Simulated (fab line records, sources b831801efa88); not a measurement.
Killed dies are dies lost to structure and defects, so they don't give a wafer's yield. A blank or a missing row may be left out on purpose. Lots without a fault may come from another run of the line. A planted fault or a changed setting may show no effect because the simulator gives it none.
Tool commonality check | flow sky130 | 14 lots, 42 wafers sampled

WHY IT WAS OPENED
At SKY_SD_P_CD_MEAS_07 the reading cd_nm is flagged on 2 of 14 lots. Wafers without a fault read 379.7 nm, standard deviation 2.2.
Rule: a lot is flagged when every wafer of it that has a number lies more than 4 standard deviations from that mean, or none has a number. The other lots count as sound.

lot  | measured     | on        | cd_nm (nm), wafer by wafer | flag
L429 | day 25 10:19 | cd_sem-02 | 378.8 380.6 378.2          |
L430 | day 25 17:49 | cd_sem-01 | 383.4 384.0 383.1          |
L431 | day 25 20:26 | cd_sem-02 | 384.6 385.3 382.9          |
L434 | day 27 16:17 | cd_sem-01 | 378.1 381.5 379.2          |
L435 | day 27 16:37 | cd_sem-02 | 379.2 376.4 376.0          |
L436 | day 28 03:44 | cd_sem-02 | 382.2 380.9 382.8          |
L437 | day 28 23:46 | cd_sem-01 | 379.9 382.8 380.4          |
L440 | day 29 10:00 | cd_sem-01 | 379.9 379.6 380.4          |
L443 | day 31 02:31 | cd_sem-02 | 383.0 380.2 380.1          |
L444 | day 31 07:23 | cd_sem-02 | 459.7 460.5 462.4          | FLAGGED
L445 | day 31 09:17 | cd_sem-02 | 461.0 460.1 460.8          | FLAGGED
L446 | day 31 10:46 | cd_sem-01 | 378.5 380.5 381.7          |
L449 | day 32 01:32 | cd_sem-02 | 382.4 381.5 382.2          |
L452 | day 33 04:26 | cd_sem-01 | 374.5 377.0 377.5          |
The numbers of the flagged lots are 460.8 nm on average: +81.1 nm against the usual, or +37 standard deviations.

WHICH TOOL RAN EACH LOT
The record holds 3 process steps before the reading, out of a route of 708 steps. In each cell: the tool, then ch and the chambers that the sampled wafers went through, then the start.
lot  | flag    | SKY_LDD_LDN_STRIP_12                 | SKY_POLY_CUT_STRIP_12                | SKY_SD_P_COAT_02
L429 |         | plasma_asher-03 ch 0,1, day 22 20:17 | plasma_asher-04 ch 0,1, day 24 04:53 | litho_track-03 ch 0, day 24 19:35
L430 |         | plasma_asher-03 ch 0,1, day 23 05:55 | plasma_asher-01 ch 1, day 24 12:50   | litho_track-03 ch 0, day 25 03:46
L431 |         | plasma_asher-03 ch 0,1, day 23 08:22 | plasma_asher-01 ch 1, day 24 15:38   | litho_track-04 ch 0, day 25 05:58
L434 |         | plasma_asher-03 ch 0,1, day 25 04:29 | plasma_asher-03 ch 0,1, day 26 12:04 | litho_track-02 ch 0, day 27 01:27
L435 |         | plasma_asher-02 ch 0,1, day 25 04:31 | plasma_asher-04 ch 0,1, day 26 12:17 | litho_track-03 ch 0, day 27 01:43
L436 |         | plasma_asher-02 ch 0, day 25 16:07   | plasma_asher-04 ch 0, day 26 23:20   | litho_track-04 ch 0, day 27 13:44
L437 |         | plasma_asher-01 ch 1, day 26 10:47   | plasma_asher-01 ch 0,1, day 27 19:31 | litho_track-02 ch 0, day 28 09:37
L440 |         | plasma_asher-02 ch 0,1, day 27 00:28 | plasma_asher-04 ch 0,1, day 28 06:44 | litho_track-04 ch 0, day 28 20:46
L443 |         | plasma_asher-02 ch 0,1, day 28 18:32 | plasma_asher-01 ch 0,1, day 29 23:26 | litho_track-03 ch 0, day 30 12:46
L444 | FLAGGED | plasma_asher-02 ch 0,1, day 28 20:46 | plasma_asher-01 ch 0,1, day 30 03:35 | litho_track-04 ch 0, day 30 17:11
L445 | FLAGGED | plasma_asher-03 ch 1, day 28 23:43   | plasma_asher-01 ch 0,1, day 30 05:56 | litho_track-04 ch 0, day 30 19:28
L446 |         | plasma_asher-01 ch 0, day 29 00:58   | plasma_asher-01 ch 0,1, day 30 07:26 | litho_track-03 ch 0, day 30 21:04
L449 |         | plasma_asher-01 ch 0,1, day 29 16:34 | plasma_asher-04 ch 0,1, day 30 22:02 | litho_track-02 ch 0, day 31 11:24
L452 |         | plasma_asher-03 ch 0,1, day 30 19:50 | plasma_asher-01 ch 0,1, day 32 01:55 | litho_track-03 ch 0, day 32 15:02
What these steps do:
- SKY_LDD_LDN_STRIP_12: strips in O2/N2.
- SKY_POLY_CUT_STRIP_12: strips in O2/N2.
- SKY_SD_P_COAT_02: resist thk 1140 nm.
- SKY_SD_P_CD_MEAS_07: target cd 380 nm.

FLAGGED OVER TOTAL, TOOL BY TOOL (the gauges that took the reading come last)
step                  | tool            | lots run | flagged | share of the flagged lots | sound lots run after its first flagged lot
SKY_LDD_LDN_STRIP_12  | plasma_asher-01 | 3        | 0       | none                      | -
SKY_LDD_LDN_STRIP_12  | plasma_asher-02 | 5        | 1       | some                      | 0
SKY_LDD_LDN_STRIP_12  | plasma_asher-03 | 6        | 1       | some                      | 1 (L452)
SKY_POLY_CUT_STRIP_12 | plasma_asher-01 | 8        | 2       | all                       | 2 (L446,L452)
SKY_POLY_CUT_STRIP_12 | plasma_asher-03 | 1        | 0       | none                      | -
SKY_POLY_CUT_STRIP_12 | plasma_asher-04 | 5        | 0       | none                      | -
SKY_SD_P_COAT_02      | litho_track-02  | 3        | 0       | none                      | -
SKY_SD_P_COAT_02      | litho_track-03  | 6        | 0       | none                      | -
SKY_SD_P_COAT_02      | litho_track-04  | 5        | 2       | all                       | 0
SKY_SD_P_CD_MEAS_07   | cd_sem-01       | 6        | 0       | none                      | -
SKY_SD_P_CD_MEAS_07   | cd_sem-02       | 8        | 2       | all                       | 1 (L449)

WHAT THE TABLE ALLOWS
3 rows of the table ran every flagged lot: plasma_asher-01 at SKY_POLY_CUT_STRIP_12, litho_track-04 at SKY_SD_P_COAT_02, cd_sem-02 at SKY_SD_P_CD_MEAS_07.
- plasma_asher-01 at SKY_POLY_CUT_STRIP_12: 2 of its 8 lots flagged. Sound lots ran on it after the first flagged one (L446, L452), which a lasting fault on the whole tool wouldn't allow.
- litho_track-04 at SKY_SD_P_COAT_02: 2 of its 5 lots flagged. Its last sound lot is L440 (day 28 20:46), its first flagged lot L444 (day 30 17:11): a fault that began between those two fits.
- cd_sem-02 at SKY_SD_P_CD_MEAS_07: 2 of its 8 lots flagged. Sound lots ran on it after the first flagged one (L449), which a lasting fault on the whole tool wouldn't allow.
One tool is left: litho_track-04 at SKY_SD_P_COAT_02.

WHAT THE SIMULATOR HAD PUT IN
Process parameter drift: litho_track-04, from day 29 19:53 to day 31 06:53, at SKY_SD_P_COAT_02. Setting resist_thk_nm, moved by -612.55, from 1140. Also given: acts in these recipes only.
Lots struck among those shown: L444, L445. The rule above found the same.
